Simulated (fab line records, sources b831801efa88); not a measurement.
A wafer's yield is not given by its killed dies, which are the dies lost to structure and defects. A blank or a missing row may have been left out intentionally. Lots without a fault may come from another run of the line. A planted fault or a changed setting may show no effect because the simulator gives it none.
fab line records	flow sky130
record: lots: 7	wafers: 21	lastDay: 50
route steps=708 shown CONTACT@413 PAD_OPEN@708
lots untouched by any fault: they come from a run of this same line in which no faults occurred
startH: hours from the record's opening day to when the first of the lot's shown wafers began	waitH: hours since the lot's step before	" the same as in the row above	L1.1+2: a row that stands for several wafers	- no value, or no start given	* or withheld: withheld	< > ~ a bound
route shown NAME@n: names a module that has steps shown in the file, with the first one's number in the route	usual: mean/standard deviation of fault-free wafers	same: alike in all rows	chamber/n: place in a boat	sites: readings site by site	_std_site: the values' standard deviation	_edge_site: outer sites' mean less inner sites'	radiusMm: for every site, how far away it sits from the centre of the wafer	mask NAME#n: copy n	behind: tool/chamber where the wafer was last shaped	hold: reason for holding the lot/hours on hold/outcome of the hold	device: which transistor (n, p or np) failed to switch	end of line: tests of these same wafers at the route's end	a step with no rows: only its recipe	killed: dies lost to structure and defects at the first sort, not the wafer's yield	map: the dies of a wafer, with x for killed, . for not killed, _ for no die there
set.NAME: setting as actually run; set.NAME@STEP: the setting as run at that earlier step	model.NAME: the simulator's own value behind a step, which no gauge read
lots at some steps of the route; a table a step, a row a wafer
services: a tool's chamber out of use, with start hour (startH, from the record's first day; less than 0 if before it), hours out, and reason
== steps ==
step: SKY_CONTACT_HMDS_07
recipe: primeTimeS: 60	primeTempC: 120
step: SKY_CONTACT_COAT_08
recipe: resist: BARC	tempC: withheld	timeS: withheld	spinRpm: 3000	resistThkNm: 60
step: SKY_CONTACT_COAT_09
recipe: resist: KrF-thick	spinRpm: 3000	resistThkNm: 450
step: SKY_CONTACT_SOFTBAKE_10
recipe: tempC: 100	timeS: 90	resist: KrF-thick
step: SKY_CONTACT_EXPOSE_11
recipe: maskId: CTM1	na: 0.8	sourceShape: annular	sigmaInner: 0.55	sigmaOuter: 0.85	targetCdNm: 170	doseMj: 38
step: SKY_CONTACT_PEB_12
recipe: pebTempC: withheld	pebTimeS: withheld	resist: KrF-thick
step: SKY_CONTACT_DEVELOP_13
recipe: developTimeS: 60	resist: KrF-thick	devTempC: 21
step: SKY_CONTACT_CD_MEAS_14
recipe: targetCdNm: 170
usual: cdNm: 170.5/1.7
lot.wafer	tool	chamber	startH	waitH	cdNm
L895.1	cdSem-02	-	731.46	-	173.3
L895.2	"	-	"	"	171.7
L895.3	"	-	"	"	172.6
L896.1	cdSem-01	-	739.63	-	174.1
L896.3	"	-	"	"	174.3
L896.4	"	-	"	"	173.0
L907.1	cdSem-02	-	834.39	-	171.5
L907.4	"	-	"	"	171.6
L907.5	"	-	"	"	171.9
L908.1	cdSem-02	-	836.81	-	169.8
L908.5	"	-	"	"	169.8
L908.6	"	-	"	"	169.2
L909.2	cdSem-02	-	839.33	-	172.8
L909.3	"	-	"	"	172.8
L909.6	"	-	"	"	171.8
L914.3	cdSem-01	-	893.45	-	169.8
L914.4	"	-	"	"	169.7
L914.6	"	-	"	"	170.8
L916.3	cdSem-02	-	899.78	-	168.4
L916.5	"	-	"	"	169.1
L916.6	"	-	"	"	169.3
step: SKY_CONTACT_OVL_MEAS_15
usual: CONTACT_OVL: -2/6
lot.wafer	tool	chamber	startH	waitH	CONTACT_OVL[nm]
L895.1	overlay-01	-	731.58	0.1	6
L895.2	"	-	"	"	0
L895.3	"	-	"	"	4
L896.1	overlay-01	-	739.75	0.1	-1
L896.3	"	-	"	"	-9
L896.4	"	-	"	"	6
L907.1	overlay-01	-	834.51	0.1	-5
L907.4	"	-	"	"	-7
L907.5	"	-	"	"	-11
L908.1	overlay-01	-	836.93	0.1	3
L908.5	"	-	"	"	0
L908.6	"	-	"	"	0
L909.2	overlay-01	-	839.44	0.1	-1
L909.3	"	-	"	"	6
L909.6	"	-	"	"	-2
L914.3	overlay-02	-	893.55	0.1	0
L914.4	"	-	"	"	11
L914.6	"	-	"	"	10
L916.3	overlay-02	-	899.87	0.1	-7
L916.5	"	-	"	"	1
L916.6	"	-	"	"	-3
step: SKY_CONTACT_ETCH_16
recipe: chemistry: N2/H2	target: BARC	ionEnergyEv: 200	sourceW: 500	biasW: 100	pressureMtorr: 30	n2FlowSccm: 100	h2FlowSccm: 200	stopOn: SiO2	timeS: 45.9	targetDepthA: 600
usual: drypumpMotorCurrentA: 5.8/0.31	oesProductAu: 0.855/0.0045	throttleValvePct: 13.225/0.0096
same: timeS: 45.9
lot.wafer	tool	chamber	startH	waitH	drypumpMotorCurrentA	oesProductAu	rfHoursCounterH	throttleValvePct
L895.1	rieDiel-02	0	731.62	0.0	6.0	0.851	36	13.220
L895.2	"	3	"	"	5.8	0.858	15	13.249
L895.3	"	1	"	"	5.7	0.858	12	13.217
L896.1	rieDiel-02	0	739.79	0.0	6.0	0.857	36	13.235
L896.3	"	3	"	"	5.7	0.857	15	13.223
L896.4	"	2	"	"	5.2	0.858	0	13.229
L907.1	rieDiel-02	0	834.54	0.0	6.0	0.860	0	13.241
L907.4	"	3	"	"	5.8	0.854	18	13.234
L907.5	"	2	"	"	5.2	0.858	-	13.233
L908.1	rieDiel-04	0	836.97	0.0	5.9	0.851	28	13.213
L908.5	"	2	"	"	5.7	0.849	-	13.230
L908.6	"	3	"	"	6.0	0.848	-	13.227
L909.2	rieDiel-02	3	839.47	0.0	5.8	0.855	18	13.224
L909.3	"	2	"	"	5.2	0.855	3	13.231
L909.6	"	2	"	"	5.2	0.857	-	13.221
L914.3	rieDiel-01	2	893.57	0.0	6.2	0.856	20	13.224
L914.4	"	3	"	"	5.4	0.849	5	13.229
L914.6	"	0	"	"	5.4	0.849	-	13.221
L916.3	rieDiel-02	2	899.89	0.0	5.2	0.851	5	13.210
L916.5	"	3	"	"	5.8	0.849	-	13.223
L916.6	"	2	"	"	5.2	0.850	-	13.234
step: SKY_CONTACT_ETCH_17
recipe: target: SiO2	chemistry: C4F8/O2/Ar	stopOn: Si3N4	maskMaterial: KrF-thick	sourceW: 1500	biasW: 1200	pressureMtorr: 40	c4f8FlowSccm: withheld	O2_flow_sccm: 6	Ar_flow_sccm: 300	timeS: withheld	targetDepthA: 3400
usual: oesProductAu: 0.891/0.0053
lot.wafer	tool	chamber	startH	waitH	oesProductAu
L895.1	rieDiel-02	0	731.66	0.0	0.884
L895.2	"	3	"	"	0.880
L895.3	"	1	"	"	0.880
L896.1	rieDiel-02	0	739.83	0.0	0.894
L896.3	"	3	"	"	0.885
L896.4	"	2	"	"	0.898
L907.1	rieDiel-02	0	834.58	0.0	0.897
L907.4	"	3	"	"	0.880
L907.5	"	2	"	"	0.896
L908.1	rieDiel-04	0	837.01	0.0	0.883
L908.5	"	2	"	"	0.891
L908.6	"	3	"	"	0.887
L909.2	rieDiel-02	3	839.51	0.0	0.896
L909.3	"	2	"	"	0.891
L909.6	"	2	"	"	0.900
L914.3	rieDiel-01	2	893.61	0.0	0.894
L914.4	"	3	"	"	0.894
L914.6	"	0	"	"	0.894
L916.3	rieDiel-02	2	899.93	0.0	0.876
L916.5	"	3	"	"	0.894
L916.6	"	2	"	"	0.889
step: SKY_CONTACT_ETCH_18
recipe: target: Si3N4	chemistry: CHF3/O2	stopOn: TiN	sourceW: 600	biasW: 200	pressureMtorr: 40	chf3FlowSccm: 50	O2_flow_sccm: 5	timeS: 39	targetDepthA: 750
usual: O2_flow_sccm: 4.997/0.014	drypumpMotorCurrentA: 5.8/0.3	oesProductAu: 0.854/0.0078	throttleValvePct: 8.794/0.0089
same: timeS: 39
lot.wafer	tool	chamber	startH	waitH	O2_flow_sccm	drypumpMotorCurrentA	oesProductAu	rfHoursCounterH	throttleValvePct
L895.1	rieDiel-02	0	-	-	5.004	6.0	0.853	36	8.782
L895.2	"	3	"	"	5.003	5.8	0.850	15	8.791
L895.3	"	1	"	"	4.981	5.6	0.842	12	8.801
L896.1	rieDiel-02	0	-	-	5.001	6.0	0.838	36	8.796
L896.3	"	3	"	"	4.988	5.8	0.853	15	8.795
L896.4	"	2	"	"	5.008	5.2	0.851	0	8.798
L907.1	rieDiel-02	0	-	-	5.014	6.0	0.838	0	8.790
L907.4	"	3	"	"	4.971	5.8	0.859	18	8.790
L907.5	"	2	"	"	4.994	5.2	0.848	-	8.790
L908.1	rieDiel-04	0	-	-	4.985	5.8	0.845	28	8.783
L908.5	"	2	"	"	5.000	5.7	0.852	-	8.793
L908.6	"	3	"	"	5.008	6.0	0.864	-	8.793
L909.2	rieDiel-02	3	-	-	4.972	5.7	0.840	18	8.781
L909.3	"	2	"	"	4.970	5.2	0.856	3	8.786
L909.6	"	2	"	"	5.002	5.2	0.854	-	8.780
L914.3	rieDiel-01	2	-	-	5.011	6.2	0.851	20	8.817
L914.4	"	3	"	"	4.997	5.3	0.856	5	8.801
L914.6	"	0	"	"	4.996	5.3	0.855	-	8.791
L916.3	rieDiel-02	2	-	-	4.998	5.2	0.851	5	8.797
L916.5	"	3	"	"	5.015	5.7	0.851	-	8.801
L916.6	"	2	"	"	5.010	5.2	0.864	-	8.794
step: SKY_CONTACT_STRIP_19
recipe: chemistry: O2/N2	powerW: 1400	pressureMtorr: 1500	platenTempC: withheld	o2FlowSccm: 3000	n2FlowSccm: 300	overashFraction: 0.5
usual: chamberPressureMTorr: 1500.1/1.3	drypumpMotorCurrentA: 5.71/0.27	oesProductAu: 0.380/0.0048	stripTimeToEndpointS: 3.61/0.03
lot.wafer	tool	chamber	startH	waitH	chamberPressureMTorr	drypumpMotorCurrentA	oesProductAu	rfHoursCounterH	stripTimeToEndpointS	model.KrF-thick_of_CONTACT_COAT_09.thkNm
L895.1	plasmaAsher-04	1	731.75	-	1500.6	5.98	0.377	30	3.64	0
L895.2	"	0	"	"	1498.1	5.22	0.375	30	3.55	0
L895.3	"	1	"	"	1498.7	5.98	0.393	-	3.61	0
L896.1	plasmaAsher-04	1	739.92	-	1500.8	5.97	0.379	31	3.64	0
L896.3	"	1	"	"	1500.0	5.97	0.373	-	3.60	0
L896.4	"	0	"	"	1499.6	5.25	0.371	-	3.63	0
L907.1	plasmaAsher-04	1	834.67	-	-	-	-	-	-	241
L907.4	"	1	"	"	-	-	-	-	-	235.7
L907.5	"	0	"	"	-	-	-	-	-	233.7
L908.1	plasmaAsher-02	1	837.10	-	-	-	-	-	-	243.4
L908.5	"	1	"	"	-	-	-	-	-	244.7
L908.6	"	0	"	"	-	-	-	-	-	241.3
L909.2	plasmaAsher-02	1	839.60	-	-	-	-	-	-	239.8
L909.3	"	1	"	"	-	-	-	-	-	236
L909.6	"	0	"	"	-	-	-	-	-	238.3
L914.3	plasmaAsher-03	1	893.74	-	1499.9	5.90	0.380	-	3.59	0
L914.4	"	0	"	"	1499.6	5.51	0.373	-	3.61	0
L914.6	"	0	"	"	1497.8	5.53	0.378	-	3.58	0
L916.3	plasmaAsher-03	0	900.06	-	1499.9	5.52	0.376	-	3.54	0
L916.5	"	0	"	"	1499.7	5.50	0.380	-	3.59	0
L916.6	"	1	"	"	1498.3	5.96	0.374	-	3.53	0
step: SKY_CONTACT_STRIP_20
recipe: chemistry: postEtchResidueRemover	timeS: 1200	tempC: 72.5
step: SKY_PAD_OPEN_PROBE_99
usual: killed_at_M0_to_M3: 42/6.6	killed_at_M4_up: 3.1/1.9	killedAtContacts: 25/5.7	killedAtFrontEnd: 16/5	killedAtOther: 0.2/0.38	killedDies: 86/9.6	killedOnRim: 16/4	killedOpen: 47/7.2	killedShort: 39/6.2
same: grossDies: 492	killedAtBackSide: 0
lot.wafer	tool	chamber	startH	waitH	killed_at_M0_to_M3	killed_at_M4_up	killedAtContacts	killedAtFrontEnd	killedAtOther	killedDies	killedOnRim	killedOpen	killedShort
L895.1	prober-01	-	1074.69	0.1	32	2	22	24	0	80	19	48	32
L895.2	prober-01	-	1074.74	0.1	40	4	31	16	0	91	10	54	37
L895.3	prober-01	-	1074.79	0.2	39	3	23	21	0	86	14	48	38
L907.1	prober-01	-	1149.13	0.1	43	5	432	12	0	492	96	51	29
L907.4	prober-01	-	1149.28	0.2	41	1	434	16	0	492	96	50	32
L907.5	prober-01	-	1149.33	0.2	62	6	405	19	0	492	96	60	53
L908.1	prober-02	-	1152.69	0.1	40	3	440	9	0	492	96	52	32
L908.5	prober-02	-	1152.89	0.2	43	3	433	12	1	492	96	44	47
L908.6	prober-02	-	1152.94	0.2	45	3	418	26	0	492	96	60	42
L909.2	prober-01	-	1154.24	0.1	46	0	430	16	0	492	96	45	38
L909.3	prober-01	-	1154.29	0.2	32	1	441	18	0	492	96	37	40
L909.6	prober-01	-	1154.44	0.2	32	3	436	21	0	492	96	43	38
killed by level:class
L895.1 VIA1:geometricParticle:open=8 LI_CONTACT:geometricParticle:open=7 FIELD_ISO:geometricParticle:short=6 POLY_GATE:geometricParticle:open=6 SPACER:geometricParticle:open=6 CONTACT:geometricParticle:open=6 VIA2:geometricParticle:open=6 FIELD_ISO:geometricParticle:open=4
L895.2 CONTACT:geometricParticle:open=18 LI_CONTACT:geometricParticle:open=6 VIA2:geometricParticle:open=6 VIA2:geometricParticle:short=6 FIELD_ISO:geometricParticle:short=5 VIA1:geometricParticle:open=5 FIELD_ISO:geometricParticle:open=4 LOCAL_INTERCONNECT:geometricParticle:short=4
L895.3 CONTACT:geometricParticle:open=10 VIA1:geometricParticle:open=10 LI_CONTACT:geometricParticle:open=7 VIA2:geometricParticle:open=6 VIA3:geometricParticle:open=5 POLY_GATE:geometricParticle:short=4 SPACER:geometricParticle:short=4 METAL2:geometricParticle:short=4
L907.1 CONTACT:areaSputter=412 VIA1:geometricParticle:open=11 CONTACT:geometricParticle:open=8 VIA2:geometricParticle:open=8 LI_CONTACT:geometricParticle:open=6 VIA3:geometricParticle:open=6 METAL1:geometricParticle:short=5 FIELD_ISO:geometricParticle:open=4
L907.4 CONTACT:areaSputter=410 LI_CONTACT:geometricParticle:open=10 VIA1:geometricParticle:open=9 CONTACT:geometricParticle:open=6 FIELD_ISO:geometricParticle:open=5 VIA2:geometricParticle:open=5 METAL2:geometricParticle:short=5 POLY_GATE:geometricParticle:open=4
L907.5 CONTACT:areaSputter=379 VIA1:geometricParticle:open=14 VIA3:geometricParticle:open=13 CONTACT:geometricParticle:open=9 CONTACT:geometricParticle:short=7 METAL2:geometricParticle:short=6 LI_CONTACT:geometricParticle:open=6 VIA3:geometricParticle:short=6
L908.1 CONTACT:areaSputter=408 CONTACT:geometricParticle:open=18 VIA1:geometricParticle:open=16 LI_CONTACT:geometricParticle:open=5 METAL2:geometricParticle:short=4 VIA3:geometricParticle:short=4 VIA1:geometricParticle:short=3 CONTACT:geometricParticle:short=3
L908.5 CONTACT:areaSputter=401 VIA1:geometricParticle:open=11 CONTACT:geometricParticle:short=11 LOCAL_INTERCONNECT:geometricParticle:short=8 VIA2:geometricParticle:open=7 LI_CONTACT:geometricParticle:open=6 FIELD_ISO:geometricParticle:open=5 CONTACT:geometricParticle:open=5
L908.6 CONTACT:areaSputter=390 VIA1:geometricParticle:open=14 LI_CONTACT:geometricParticle:open=11 CONTACT:geometricParticle:open=10 FIELD_ISO:geometricParticle:short=8 POLY_GATE:geometricParticle:short=7 FIELD_ISO:geometricParticle:open=6 VIA1:geometricParticle:short=6
L909.2 CONTACT:areaSputter=409 VIA1:geometricParticle:open=10 CONTACT:geometricParticle:open=8 VIA2:geometricParticle:open=7 VIA3:geometricParticle:open=7 METAL1:geometricParticle:short=6 LI_CONTACT:geometricParticle:open=6 VIA1:geometricParticle:short=6
L909.3 CONTACT:areaSputter=415 LI_CONTACT:geometricParticle:open=7 CONTACT:geometricParticle:open=7 VIA1:geometricParticle:short=6 CONTACT:geometricParticle:short=5 VIA1:geometricParticle:open=5 VIA3:geometricParticle:open=4 FIELD_ISO:geometricParticle:open=3
L909.6 CONTACT:areaSputter=411 LI_CONTACT:geometricParticle:open=9 CONTACT:geometricParticle:open=9 VIA1:geometricParticle:open=9 FIELD_ISO:geometricParticle:short=6 VIA1:geometricParticle:short=5 FIELD_ISO:geometricParticle:open=4 POLY_GATE:geometricParticle:short=4
map L907.1 (x killed, . not)
__________xxxxxxxxxx_________
________xxxxxxxxxxxxxx_______
______xxxxxxxxxxxxxxxxxx_____
_____xxxxxxxxxxxxxxxxxxxx____
____xxxxxxxxxxxxxxxxxxxxxx___
___xxxxxxxxxxxxxxxxxxxxxxxx__
__xxxxxxxxxxxxxxxxxxxxxxxxxx_
_xxxxxxxxxxxxxxxxxxxxxxxxxxxx
_xxxxxxxxxxxxxxxxxxxxxxxxxxxx
_xxxxxxxxxxxxxxxxxxxxxxxxxxxx
_xxxxxxxxxxxxxxxxxxxxxxxxxxxx
_xxxxxxxxxxxxxxxxxxxxxxxxxxxx
_xxxxxxxxxxxxxxxxxxxxxxxxxxxx
_xxxxxxxxxxxxxxxxxxxxxxxxxxxx
_xxxxxxxxxxxxxxxxxxxxxxxxxxxx
__xxxxxxxxxxxxxxxxxxxxxxxxxx_
___xxxxxxxxxxxxxxxxxxxxxxxx__
____xxxxxxxxxxxxxxxxxxxxxx___
_____xxxxxxxxxxxxxxxxxxxx____
______xxxxxxxxxxxxxxxxxx_____
________xxxxxxxxxxxxxx_______
__________xxxxxxxxxx_________
map L908.1 (x killed, . not)
__________xxxxxxxxxx_________
________xxxxxxxxxxxxxx_______
______xxxxxxxxxxxxxxxxxx_____
_____xxxxxxxxxxxxxxxxxxxx____
____xxxxxxxxxxxxxxxxxxxxxx___
___xxxxxxxxxxxxxxxxxxxxxxxx__
__xxxxxxxxxxxxxxxxxxxxxxxxxx_
_xxxxxxxxxxxxxxxxxxxxxxxxxxxx
_xxxxxxxxxxxxxxxxxxxxxxxxxxxx
_xxxxxxxxxxxxxxxxxxxxxxxxxxxx
_xxxxxxxxxxxxxxxxxxxxxxxxxxxx
_xxxxxxxxxxxxxxxxxxxxxxxxxxxx
_xxxxxxxxxxxxxxxxxxxxxxxxxxxx
_xxxxxxxxxxxxxxxxxxxxxxxxxxxx
_xxxxxxxxxxxxxxxxxxxxxxxxxxxx
__xxxxxxxxxxxxxxxxxxxxxxxxxx_
___xxxxxxxxxxxxxxxxxxxxxxxx__
____xxxxxxxxxxxxxxxxxxxxxx___
_____xxxxxxxxxxxxxxxxxxxx____
______xxxxxxxxxxxxxxxxxx_____
________xxxxxxxxxxxxxx_______
__________xxxxxxxxxx_________
== services ==
tool	chamber	startH	hours	kind
rieDiel-01	2	711.68	1.6	repair
rieDiel-01	-	714.83	0.4	repair
rieDiel-02	2	720.11	-	clean
rieDiel-02	2	720.11	17.8	scheduledDown
rieDiel-02	2	720.11	17.8	ventCycle
plasmaAsher-03	-	728.32	3.5	repair
plasmaAsher-02	-	733.75	9.0	pm
rieDiel-01	-	752.74	2.8	pm
rieDiel-04	1	760.56	15.0	repair
rieDiel-02	2	770.18	4.2	repair
plasmaAsher-02	-	772.40	2.8	repair
rieDiel-04	1	777.29	9.5	repair
plasmaAsher-04	-	778.07	1.8	repair
rieDiel-01	-	781.69	6.2	repair
plasmaAsher-03	-	789.14	1.6	repair
rieDiel-01	3	800.19	2.0	repair
rieDiel-02	0	800.22	-	clean
rieDiel-02	0	800.22	23.9	scheduledDown
rieDiel-02	0	800.22	23.9	ventCycle
rieDiel-02	-	805.90	0.4	repair
rieDiel-04	0	806.22	2.4	repair
rieDiel-02	1	820.59	2.9	repair
plasmaAsher-04	-	849.97	2.8	pm
rieDiel-04	3	877.54	2.0	repair
== key ==
firstSign: step: SKY_CONTACT_STRIP_19	reading: toolRecord	direction: missing
effect: step: SKY_PAD_OPEN_PROBE_99	reading: killedAtContacts	direction: up	sigmas: 71	usual: 25	struck: 430
modelEffect: step: SKY_CONTACT_STRIP_19	value: KrF-thick_of_CONTACT_COAT_09.thkNm	without: 0	struck: 239.3
moreKillsBornAt: SKY_CONTACT_SPUTTER_23@pvdSputter-04: 2400	SKY_CONTACT_SPUTTER_23@pvdSputter-02: 1235
metAt SKY_CONTACT_STRIP_19
struckWafers L907.1,L907.4,L907.5,L908.1,L908.5,L908.6,L909.2,L909.3,L909.6
laterRowsLeftOut L907.1,L907.4,L907.5,L908.1,L908.5,L908.6,L909.2,L909.3,L909.6
testerLeftOut L907,L908,L909
onsetBetween 739.92 834.67
fault: kind: skippedStepWhole	tool: plasmaAsher-02,plasmaAsher-04	chamber: -	onsetH: 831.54	steps: SKY_CONTACT_STRIP_19	scope: struckLotsOnly
testerLeftOut: of these lots the tester's yield and bins aren't shown, on N5 and GAA mostly nor the transistor test; their killed dies are dies lost to structure and defects alone, not to doping, threshold or leakage, so they don't give the yield
laterRowsLeftOut: the simulator's readings of these wafers behind a module that went badly wrong aren't trusted and aren't shown, but for the sort
